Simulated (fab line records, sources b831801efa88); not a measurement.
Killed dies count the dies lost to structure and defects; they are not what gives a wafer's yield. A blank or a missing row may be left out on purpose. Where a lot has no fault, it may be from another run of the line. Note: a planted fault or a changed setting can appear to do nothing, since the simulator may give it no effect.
A struck lot beside a sound one || flow sfqLine || 42 out of 325 route steps
Sound: wafers L823.4, L823.5, L823.6. Wafers L831.3, L831.5, L831.6 were the ones struck. At the end, the cause is stated.
Per side, at each step with rows, come the tool, then ch with its chambers, and then its first start. Under that, the readings that differ: sound wafers || struck wafers || difference of the means || sigmas: that difference in standard deviations of wafers without a fault.
alike: readings with means less than 2 such deviations apart, plus words and numbers identical on both sides. not compared: withheld readings, readings lacking a value on some wafer, bounds such as >300 that could conceal the same value, and numbers that have no deviation in the record and whose values overlap.
A row with sigmas, a row that says differs or no value, or rows on one side alone: a step with any of these is where the two part. Non-overlapping numbers with no deviation appear without sigmas and do not part them. Lack of a reading on every wafer of one side parts them only where that side has two or more wafers.

first, 1 step without rows for these wafers: SFQ_TRILAYER_M7_DEP_PRE_CLEAN_176 (time 22.5 s).
SFQ_TRILAYER_M7_DEP_SPUTTER_175: material Nb, target thk 200 nm, time 133.3 s.
  sound on pvdSputter-06 at day 83 03:32; struck on pvdSputter-05 at day 83 18:57
  alike: cathodeDcPowerW, throttleValvePct
SFQ_M7_RS_MEAS_943: measures by four-point-probe.
  sound on filmMetro-02 at day 83 03:41; struck on filmMetro-04 at day 83 19:05
  alike: M7_NB_RS
then, 6 steps without rows for these wafers: SFQ_TRILAYER_M7_LITHO_COAT_182 (resist thk 62 nm); SFQ_TRILAYER_M7_LITHO_COAT_177 (resist thk 600 nm); SFQ_TRILAYER_M7_LITHO_SOFTBAKE_181; SFQ_TRILAYER_M7_LITHO_EXPOSE_178 (exposes mask M7, target cd 500 nm); SFQ_TRILAYER_M7_LITHO_PEB_180 (peb time 60 s); SFQ_TRILAYER_M7_LITHO_DEVELOP_179 (time 60 s).
SFQ_M7_OVL_MEAS_945:
  sound on overlay-02 at day 83 06:11; struck on overlay-01 at day 84 01:41
  alike: M7_OVL
then, 1 step without rows for these wafers: SFQ_TRILAYER_M7_BARC_OPEN_METAL_ETCH_229 (etches BARC in O2, target depth 125 nm, time 41.7 s).
SFQ_TRILAYER_M7_ETCH_METAL_ETCH_180: etches Nb in Cl2/Ar, stops on SiO2, target depth 240 nm, time 120 s.
  sound on rieMetal-03 ch 0,1, day 83 06:19; struck on rieMetal-02 ch 0,1, day 84 01:49
  no value came back on the struck wafers for biasW (W), chamberPressureMTorr (mTorr), drypumpMotorCurrentA (A), oesProductAu (a.u.); on the sound wafers biasW (W) reads 80.28 80.18 80.44
{"reading": "model.KrF_of_TRILAYER_M7_LITHO_COAT_177.thkNm (nm)", "sound": "381.1 380.9 379.9", "struck": "522.2 524.1 522.8", "difference": "+142.4", "sigmas": ""}
  not compared: rfHoursCounterH
SFQ_TRILAYER_M7_STRIP_STRIP_181: strips in O2.
  sound on rieMetal-03 ch 0,1, day 83 06:36; struck on rieMetal-02 ch 0,1, day 84 02:06
  alike: drypumpMotorCurrentA, oesProductAu
  not compared: rfHoursCounterH
then, 2 steps without rows for these wafers: SFQ_TRILAYER_M7_STRIP_SOLV_CLEAN_182 (cleans in NMP, time 600 s); SFQ_TRILAYER_I7_DEP_PECVD_183 (deposits SiO2 from SiH4/N2O, time 111.11 s, target thk 500 nm).
SFQ_TRILAYER_I7_CMP_CMP_184: polishes SiO2.
  sound on cmp-02 ch 0,3, day 83 07:46; struck on cmp-02 ch 0,1,2, day 84 04:15
  alike: motorCurrentA, timeToEndpointS
SFQ_I7_BOW_MEAS_946:
  sound on filmMetro-03 at day 83 10:19; struck on filmMetro-02 at day 84 05:47
  alike: I7_BOW
SFQ_TRILAYER_I7_METRO_MEASURE_185:
  sound on filmMetro-03 at day 83 10:59; struck on filmMetro-02 at day 84 06:16
  alike: thkNm
then, 6 steps without rows for these wafers: SFQ_TRILAYER_I7_VIA_LITHO_COAT_192 (resist thk 62 nm); SFQ_TRILAYER_I7_VIA_LITHO_COAT_187 (resist thk 650 nm); SFQ_TRILAYER_I7_VIA_LITHO_SOFTBAKE_191; SFQ_TRILAYER_I7_VIA_LITHO_EXPOSE_188 (exposes mask I7, target cd 1000 nm); SFQ_TRILAYER_I7_VIA_LITHO_PEB_190 (peb time 60 s); SFQ_TRILAYER_I7_VIA_LITHO_DEVELOP_189 (time 60 s).
SFQ_I7_OVL_MEAS_947:
  sound on overlay-02 at day 83 14:53; struck on overlay-02 at day 84 20:41
  alike: I7_OVL
SFQ_TRILAYER_I7_VIA_BARC_OPEN_VIA_ETCH_260: etches BARC in O2, target depth 125 nm, time 41.7 s.
  sound on rieDiel-01 ch 1,2, day 83 14:55; struck on rieDiel-04 ch 0,1,2, day 84 20:43
{"reading": "drypumpMotorCurrentA (A)", "sound": "6.7 5.9 6.7", "struck": "5.8 6.0 5.1", "difference": -0.8, "sigmas": -2}
  alike: biasW, chamberPressureMTorr, oesProductAu
  not compared: rfHoursCounterH
then, 10 steps without rows for these wafers: SFQ_TRILAYER_I7_VIA_ETCH_VIA_ETCH_190 (etches SiO2 in CHF3, stops on Nb, target depth 260 nm); SFQ_TRILAYER_I7_VIA_STRIP_STRIP_191 (strips in O2); SFQ_TRILAYER_I7_VIA_STRIP_SOLV_CLEAN_192 (cleans in NMP, time 600 s); SFQ_TRILAYER_M8_LITHO_LOR_COAT_197; SFQ_TRILAYER_M8_LITHO_LOR_BAKE_198; SFQ_TRILAYER_M8_LITHO_COAT_193 (resist thk 600 nm); SFQ_TRILAYER_M8_LITHO_SOFTBAKE_199; SFQ_TRILAYER_M8_LITHO_EXPOSE_194 (exposes mask M8, target cd 2000 nm); SFQ_TRILAYER_M8_LITHO_PEB_196 (peb time 60 s); SFQ_TRILAYER_M8_LITHO_DEVELOP_195 (img clear 15 s, time 55 s).
SFQ_M8_OVL_MEAS_948:
  sound on overlay-01 at day 83 19:41; struck on overlay-02 at day 85 11:05
  alike: M8_OVL
then, 3 steps without rows for these wafers: SFQ_TRILAYER_M8_DEP_EVAP_197 (material Ti, target thk 20 nm, time 100 s); SFQ_TRILAYER_M8_DEP_EVAP_198 (material Pt, target thk 50 nm, time 250 s); SFQ_TRILAYER_M8_DEP_EVAP_196 (material Au, target thk 180 nm, time 900 s).
SFQ_M8_RS_MEAS_949: measures by four-point-probe.
  sound on filmMetro-03 at day 83 20:31; struck on filmMetro-04 at day 85 11:53
  alike: M8_AU_RS
SFQ_M8_BOW_MEAS_951:
  sound on filmMetro-04 at day 83 20:52; struck on filmMetro-03 at day 85 12:25
{"reading": "M8_BOW (um)", "sound": "13 9 9", "struck": "-22 -11 -10", "difference": -25, "sigmas": -2}
{"reading": "model.etest.m7.combLog10Ohm", "sound": "12 12 12", "struck": "0 0 0", "difference": -12, "sigmas": ""}

## WHERE THEY PART
First at SFQ_TRILAYER_M7_ETCH_METAL_ETCH_180; last, within this record, at SFQ_M8_BOW_MEAS_951.

WHY: what the simulator had put in
At SFQ_TRILAYER_M7_ETCH_METAL_ETCH_180, the step was skipped entirely on rieMetal-02 from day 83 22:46 on. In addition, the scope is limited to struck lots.
